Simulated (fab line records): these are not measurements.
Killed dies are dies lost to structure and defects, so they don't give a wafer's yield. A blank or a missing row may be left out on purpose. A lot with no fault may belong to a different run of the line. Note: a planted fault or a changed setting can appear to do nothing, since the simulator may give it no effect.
Split-lot study / flow sfqLine / on a route of 325 steps: 5 lots, 23 wafers read

ABOUT THE SPLIT
At SFQ_TRILAYER_R5_DEP_SPUTTER_132 (material Ti, target thk 5 nm, time 5 s), the setting powerW was moved away from the recipe's 2000 W on 8 of the 23 wafers read, by -11.1% to +9.7%. The other wafers ran this setting at the recipe's value.

The reading is taken at the split's own step.

THE READING
Ti_of_TRILAYER_R5_DEP_SPUTTER_132.thkNm (the simulator's own value, which no gauge read), in nm, at SFQ_TRILAYER_R5_DEP_SPUTTER_132 (material Ti, target thk 5 nm, time 5 s). The file gives no usual value for it. The 15 wafers here that ran the recipe average 5.037 nm, standard deviation 0.12 nm.

wafer=L075.1; tool, chamber at the split=pvdSputter-04, -; powerW as run, W=2000; against the recipe=recipe; Ti_of_TRILAYER_R5_DEP_SPUTTER_132.thkNm, nm=5.174; against lot-mates on the recipe=-
wafer=L075.2; tool, chamber at the split=pvdSputter-04, -; powerW as run, W=2195; against the recipe=+9.7%; Ti_of_TRILAYER_R5_DEP_SPUTTER_132.thkNm, nm=5.737; against lot-mates on the recipe=+0.528
wafer=L075.3; tool, chamber at the split=pvdSputter-04, -; powerW as run, W=2000; against the recipe=recipe; Ti_of_TRILAYER_R5_DEP_SPUTTER_132.thkNm, nm=5.243; against lot-mates on the recipe=-
wafer=L075.5; tool, chamber at the split=pvdSputter-04, -; powerW as run, W=2195; against the recipe=+9.7%; Ti_of_TRILAYER_R5_DEP_SPUTTER_132.thkNm, nm=5.722; against lot-mates on the recipe=+0.513
wafer=L075.6; tool, chamber at the split=pvdSputter-04, -; powerW as run, W=2195; against the recipe=+9.7%; Ti_of_TRILAYER_R5_DEP_SPUTTER_132.thkNm, nm=5.72; against lot-mates on the recipe=+0.511
wafer=L077.1; tool, chamber at the split=pvdSputter-05, -; powerW as run, W=1779; against the recipe=-11.1%; Ti_of_TRILAYER_R5_DEP_SPUTTER_132.thkNm, nm=4.36; against lot-mates on the recipe=-0.662
wafer=L077.2; tool, chamber at the split=pvdSputter-05, -; powerW as run, W=1779; against the recipe=-11.1%; Ti_of_TRILAYER_R5_DEP_SPUTTER_132.thkNm, nm=4.483; against lot-mates on the recipe=-0.539
wafer=L077.4; tool, chamber at the split=pvdSputter-05, -; powerW as run, W=2000; against the recipe=recipe; Ti_of_TRILAYER_R5_DEP_SPUTTER_132.thkNm, nm=5.017; against lot-mates on the recipe=-
wafer=L077.5; tool, chamber at the split=pvdSputter-05, -; powerW as run, W=2000; against the recipe=recipe; Ti_of_TRILAYER_R5_DEP_SPUTTER_132.thkNm, nm=5.099; against lot-mates on the recipe=-
wafer=L077.6; tool, chamber at the split=pvdSputter-05, -; powerW as run, W=2000; against the recipe=recipe; Ti_of_TRILAYER_R5_DEP_SPUTTER_132.thkNm, nm=4.95; against lot-mates on the recipe=-
wafer=L079.2; tool, chamber at the split=pvdSputter-04, -; powerW as run, W=2000; against the recipe=recipe; Ti_of_TRILAYER_R5_DEP_SPUTTER_132.thkNm, nm=5.282; against lot-mates on the recipe=-
wafer=L079.4; tool, chamber at the split=pvdSputter-04, -; powerW as run, W=2000; against the recipe=recipe; Ti_of_TRILAYER_R5_DEP_SPUTTER_132.thkNm, nm=4.999; against lot-mates on the recipe=-
wafer=L079.5; tool, chamber at the split=pvdSputter-04, -; powerW as run, W=2000; against the recipe=recipe; Ti_of_TRILAYER_R5_DEP_SPUTTER_132.thkNm, nm=4.987; against lot-mates on the recipe=-
wafer=L083.1; tool, chamber at the split=pvdSputter-05, -; powerW as run, W=2178; against the recipe=+8.9%; Ti_of_TRILAYER_R5_DEP_SPUTTER_132.thkNm, nm=5.532; against lot-mates on the recipe=+0.471
wafer=L083.2; tool, chamber at the split=pvdSputter-05, -; powerW as run, W=2178; against the recipe=+8.9%; Ti_of_TRILAYER_R5_DEP_SPUTTER_132.thkNm, nm=5.507; against lot-mates on the recipe=+0.446
wafer=L083.3; tool, chamber at the split=pvdSputter-05, -; powerW as run, W=2000; against the recipe=recipe; Ti_of_TRILAYER_R5_DEP_SPUTTER_132.thkNm, nm=4.996; against lot-mates on the recipe=-
wafer=L083.4; tool, chamber at the split=pvdSputter-05, -; powerW as run, W=2178; against the recipe=+8.9%; Ti_of_TRILAYER_R5_DEP_SPUTTER_132.thkNm, nm=5.525; against lot-mates on the recipe=+0.465
wafer=L083.6; tool, chamber at the split=pvdSputter-05, -; powerW as run, W=2000; against the recipe=recipe; Ti_of_TRILAYER_R5_DEP_SPUTTER_132.thkNm, nm=5.125; against lot-mates on the recipe=-
wafer=L084.1; tool, chamber at the split=pvdSputter-05, -; powerW as run, W=2000; against the recipe=recipe; Ti_of_TRILAYER_R5_DEP_SPUTTER_132.thkNm, nm=4.878; against lot-mates on the recipe=-
wafer=L084.2; tool, chamber at the split=pvdSputter-05, -; powerW as run, W=2000; against the recipe=recipe; Ti_of_TRILAYER_R5_DEP_SPUTTER_132.thkNm, nm=4.943; against lot-mates on the recipe=-
wafer=L084.3; tool, chamber at the split=pvdSputter-05, -; powerW as run, W=2000; against the recipe=recipe; Ti_of_TRILAYER_R5_DEP_SPUTTER_132.thkNm, nm=4.96; against lot-mates on the recipe=-
wafer=L084.4; tool, chamber at the split=pvdSputter-05, -; powerW as run, W=2000; against the recipe=recipe; Ti_of_TRILAYER_R5_DEP_SPUTTER_132.thkNm, nm=4.992; against lot-mates on the recipe=-
wafer=L084.5; tool, chamber at the split=pvdSputter-05, -; powerW as run, W=2000; against the recipe=recipe; Ti_of_TRILAYER_R5_DEP_SPUTTER_132.thkNm, nm=4.908; against lot-mates on the recipe=-

FIT RESULTS
A straight line over all 23 wafers: Ti_of_TRILAYER_R5_DEP_SPUTTER_132.thkNm changes by +0.0604 nm for each +1% of powerW; r = +0.95; the points scatter about the line by 0.11 nm.
The same after taking each lot's own level away (the mean of its wafers on the recipe; 23 wafers): +0.0532 nm for each +1%; r = +0.98; scatter 0.067 nm.
The reading moves by 0.59 nm for the largest change in powerW, on that fit.
The span of the lots' own levels, 4.9362 to 5.2085 nm, comes to 2.3 times the standard deviation stated above.
So the lot-to-lot level changes the slope: the two fits differ.
Check: -0.566 nm against its lot-mates is what the line predicts for one of the wafers moved furthest among these (-11.1%) when that wafer is left out of the fit. It came out at -0.662 nm against them.

ADDITIONAL SPLITS CARRIED BY THESE WAFERS
Other splits were also applied to these wafers ahead of the reading. Each is held against what the fit with the lots' levels taken away leaves over:
other split on the same wafers=SFQ_TRILAYER_I4_VIA_LITHO_COAT_103 resistThkNm; wafers away from the commonest value=8; r with Ti_of_TRILAYER_R5_DEP_SPUTTER_132.thkNm (lot level and that fit taken away)=-0.07
other split on the same wafers=SFQ_TRILAYER_JJ_CE_LITHO_COAT_119 spinRpm; wafers away from the commonest value=10; r with Ti_of_TRILAYER_R5_DEP_SPUTTER_132.thkNm (lot level and that fit taken away)=-0.08
other split on the same wafers=SFQ_TRILAYER_M5_LITHO_COAT_123 spinRpm; wafers away from the commonest value=8; r with Ti_of_TRILAYER_R5_DEP_SPUTTER_132.thkNm (lot level and that fit taken away)=+0.09

FILE'S OWN FIT
Ti_of_TRILAYER_R5_DEP_SPUTTER_132.thkNm changes by +0.0533 nm for each +1% of powerW, r = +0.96.
